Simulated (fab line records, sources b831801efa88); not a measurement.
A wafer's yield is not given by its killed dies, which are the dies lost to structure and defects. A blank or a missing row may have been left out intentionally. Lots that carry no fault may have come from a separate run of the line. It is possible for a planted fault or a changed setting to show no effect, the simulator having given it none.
8D (eight disciplines) problem report, filled in by code | flow sky130 | the parts of the form that need people (team, actions taken, sign-off) are left out

== 1. THE PROBLEM ==
On 3 wafers of 1 lot, oes product au at SKY_SD_N_STRIP_11 has a mean of 0.321 a.u.; fault-free wafers read 0.527 a.u., standard deviation 0.0048. That puts it -43 standard deviations away from the usual mean.
The step: strips in O2/N2.
The first sign was on wafer L564.1 at day 32 20:40, on plasma asher-01. Wafers with a number at this step in the record: 15, from 5 lots. Rule for "out", or "out of limits": more than 4 standard deviations from the usual mean. All remaining wafers that have a number are taken as sound.

== 2. WHAT IT IS; WHAT IT IS NOT ==
question                    | is                     | is not
which readings at this step | oes product au         | drypump motor current A
which lots                  | L564                   | L551, L555, L571, L572
which wafers of those lots  | all that have a number | -
read on which tools         | plasma asher-01        | plasma asher-02, plasma asher-03
when                        | from day 32 20:40      | up to then (6 sound wafers); but 6 sound wafers of L571, L572 came after

== 3. WHAT RULES OUT EACH SUSPECT ==
Counting: any tool at a process step up to the reading is kept as a suspect provided that every lot that is out went through it and no sound lot did after the first of them.
- plasma asher-01 at SKY_SD_N_STRIP_11 (strips in O2/N2): kept. It ran the lot that is out, L564 (day 32 20:40), and no sound lot after that; its last sound lot up to then is L555 (day 29 19:10). Out on those wafers are its own readings of oes product au.
Remaining after the count: plasma asher-01 at SKY_SD_N_STRIP_11.

== 4. THE CAUSE (what the simulator had put in) ==
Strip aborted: plasma asher-01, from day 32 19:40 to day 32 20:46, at SKY_SD_N_STRIP_11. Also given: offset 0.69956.
Only this tool survived the counting.

== 5. SEQUENCE OF EFFECTS, ordered by route ==
One row per reading whose mean, taken over the struck wafers that have a number, lies over 3 standard deviations from the usual. Readings are gone through only where the record gives a usual standard deviation; hours: the median, over the lots, of the time from a lot's start at the first step in this table giving one to that lot's start at this step; sigmas: the change measured in usual standard deviations.
hours | step              | reading        | usual      | on struck wafers | change | sigmas
0     | SKY_SD_N_STRIP_11 | oes product au | 0.527 a.u. | 0.321            | -0.206 | -43
The process steps in it:
- SKY_SD_N_STRIP_11: strips in O2/N2.
Readings that are blank on the struck wafers while sound wafers have them: strip time to endpoint s at SKY_SD_N_STRIP_11.
Later measuring or inspecting steps at which every struck wafer that the step has a row for has a number for every such reading, and none has moved that far: SKY_SD_N_TW_MEAS_12.

== 6. HOW IT WOULD HAVE BEEN CAUGHT EARLIER ==
In this record the first reading out of limits was taken at day 32 20:40, 1 hour after the fault began at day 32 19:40.
